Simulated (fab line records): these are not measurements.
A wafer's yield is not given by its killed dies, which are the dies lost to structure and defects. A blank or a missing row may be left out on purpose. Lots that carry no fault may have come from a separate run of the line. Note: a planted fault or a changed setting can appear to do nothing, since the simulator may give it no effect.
Which of the tools did it? | flow sky130 | 10 lots, 30 wafers sampled, at 4 steps of a route of 708

## WHAT THE GAUGES SHOWED, per wafer
SKY_POLY_GATE_THK_MEAS_01.
lot  | measured     | on            | POLY_GATE_CVD_00_THK (nm)
L476 | day 14 21:17 | film_metro-02 | 179.1 180.4 178.7
L474 | day 14 22:28 | film_metro-02 | 179.6 180.4 180.9
L484 | day 17 14:41 | film_metro-03 | 181.2 179.8 181.0
L483 | day 17 14:41 | film_metro-04 | 181.4 180.7 181.1
L485 | day 17 22:56 | film_metro-03 | 178.4 179.3 179.4
L486 | day 18 02:01 | film_metro-03 | 146.8 147.1 146.3
L487 | day 18 10:10 | film_metro-02 | 142.5 143.2 145.0
L494 | day 21 05:40 | film_metro-03 | 180.2 181.0 180.5
L496 | day 21 22:35 | film_metro-03 | 178.3 180.6 180.2
L497 | day 22 03:17 | film_metro-04 | 180.4 180.5 182.2

## WHICH TOOL RAN EACH LOT (tool, then ch and the chambers of the sampled wafers, then the start)
lot  | SKY_NWELL_STRIP_14                   | SKY_NWELL_STRIP_25                   | SKY_POLY_GATE_CVD_00
L476 | plasma_asher-04 ch 0,1, day 5 02:49  | plasma_asher-03 ch 0,1, day 5 20:50  | lpcvd-01 ch 1, day 14 20:03
L474 | plasma_asher-04 ch 0,1, day 5 07:26  | plasma_asher-01 ch 0,1, day 6 01:26  | lpcvd-01 ch 1, day 14 21:15
L484 | plasma_asher-01 ch 0,1, day 6 21:30  | plasma_asher-01 ch 0,1, day 7 18:02  | lpcvd-01 ch 1, day 17 13:28
L483 | plasma_asher-01 ch 0,1, day 6 22:53  | plasma_asher-03 ch 0,1, day 7 19:02  | lpcvd-01 ch 0, day 17 13:28
L485 | plasma_asher-03 ch 0,1, day 7 07:09  | plasma_asher-04 ch 0,1, day 8 02:57  | lpcvd-01 ch 1, day 17 21:44
L486 | plasma_asher-03 ch 0,1, day 7 10:55  | plasma_asher-03 ch 0,1, day 8 08:22  | lpcvd-01 ch 1, day 18 00:47
L487 | plasma_asher-04 ch 0,1, day 7 17:05  | plasma_asher-04 ch 0,1, day 8 14:12  | lpcvd-01 ch 1, day 18 08:57
L494 | plasma_asher-03 ch 0,1, day 9 13:34  | plasma_asher-04 ch 0,1, day 10 12:13 | lpcvd-01 ch 0, day 21 04:26
L496 | plasma_asher-01 ch 0,1, day 10 04:26 | plasma_asher-04 ch 0,1, day 11 03:14 | lpcvd-01 ch 0, day 21 21:23
L497 | plasma_asher-01 ch 1, day 10 11:08   | plasma_asher-04 ch 0, day 11 10:35   | lpcvd-01 ch 1, day 22 02:05
- SKY_NWELL_STRIP_14: strips in O2/N2.
- SKY_NWELL_STRIP_25: strips in O2/N2.
- SKY_POLY_GATE_CVD_00: deposits poly-Si, target thk 180 nm, time 720 s.

## THE ANSWER, worked out from the rows above alone
Rule: the lots themselves supply what counts as usual. The widest of any qualifying gaps counts: lots, ordered by their means at a reading, are off when they make up no more than a third of the lots, leave a main group of 4 or more, and stand apart from it by 3 or more times the standard deviation of that group's means. If all means in a main group match to the digits the tables above print for the reading, that group is not used. A lot without any number at a reading at which 4 lots or more have one is off too. All remaining lots with rows at the step are treated as sound.
Off: L486, L487, seen at SKY_POLY_GATE_THK_MEAS_01 (POLY_GATE_CVD_00_THK). For the main group the mean is 180.2 nm and the standard deviation 0.71.
If a tool, at a process step before that reading, ran all the lots that are off and no sound lot after the first of them, it fits. The gauges at SKY_POLY_GATE_THK_MEAS_01 are tried like those tools. None of those tried fits.

## WHAT HAD BEEN PUT IN BY THE SIMULATOR
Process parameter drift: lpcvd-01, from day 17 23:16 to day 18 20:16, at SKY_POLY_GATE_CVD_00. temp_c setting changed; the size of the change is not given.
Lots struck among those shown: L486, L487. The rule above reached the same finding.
